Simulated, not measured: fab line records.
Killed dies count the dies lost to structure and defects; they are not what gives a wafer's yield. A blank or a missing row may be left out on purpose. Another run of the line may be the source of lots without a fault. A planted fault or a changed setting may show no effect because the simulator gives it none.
Chamber matching :: flow sfqLine :: pecvd-02 running SFQ_TRILAYER_L0_CAP_PECVD_011: 3 sister chambers
The step deposits SiO2 from SiH4/N2O, time 13.333 s, target thk 60 nm. 6 wafers are shown with their chamber, then 8 later ones without.

## WAFERS, EACH WITH ITS CHAMBER
wafer: L503.1
chamber: 1
throttleValvePct (%): 24.4
heaterPowerW (W): 106

wafer: L505.4
chamber: 1
throttleValvePct (%): 24.3
heaterPowerW (W): 105

wafer: L510.1
chamber: 2
throttleValvePct (%): 25.7
heaterPowerW (W): 77

wafer: L510.2
chamber: 0
throttleValvePct (%): 23.1
heaterPowerW (W): 89

wafer: L510.4
chamber: 2
throttleValvePct (%): 25.6
heaterPowerW (W): 77

wafer: L518.2
chamber: 0
throttleValvePct (%): 23.5
heaterPowerW (W): 77

## WAFERS WITH NO CHAMBER GIVEN
wafer: L518.3
throttleValvePct (%): 24.5
heaterPowerW (W): 106

wafer: L518.5
throttleValvePct (%): 23.4
heaterPowerW (W): 78

wafer: L521.3
throttleValvePct (%): 24.4
heaterPowerW (W): 108

wafer: L521.5
throttleValvePct (%): 24.3
heaterPowerW (W): 108

wafer: L521.6
throttleValvePct (%): 23.4
heaterPowerW (W): 82

wafer: L523.1
throttleValvePct (%): 23.4
heaterPowerW (W): 92

wafer: L523.3
throttleValvePct (%): 25.5
heaterPowerW (W): 83

wafer: L523.5
throttleValvePct (%): 23.4
heaterPowerW (W): 89

## CHAMBER TAKEN BY EACH
wafer: L518.3
from the rows above: 1
in truth: 1

wafer: L518.5
from the rows above: 0
in truth: 0

wafer: L521.3
from the rows above: 1
in truth: 1

wafer: L521.5
from the rows above: 1
in truth: 1

wafer: L521.6
from the rows above: 0
in truth: 0

wafer: L523.1
from the rows above: 0
in truth: 0

wafer: L523.3
from the rows above: 2
in truth: 2

wafer: L523.5
from the rows above: 0
in truth: 0
Placed correctly: 8 of 8. Can't be placed from these rows: 0. Number placed wrongly: 0.
How it was worked out, from the rows above alone: a wafer's distance from a chamber is the root of the sum, over the readings, of the square of ((its reading less the chamber's mean) divided by the reading's scatter). If the next closest chamber is less than 2 further off than the closest, the wafer can't be placed; otherwise it belongs to the closest. A chamber's mean is the mean of its shown wafers. The scatter: take each reading less its chamber's mean, square it, sum over the shown wafers, divide by the number of wafers less the number of chambers, and take the root.
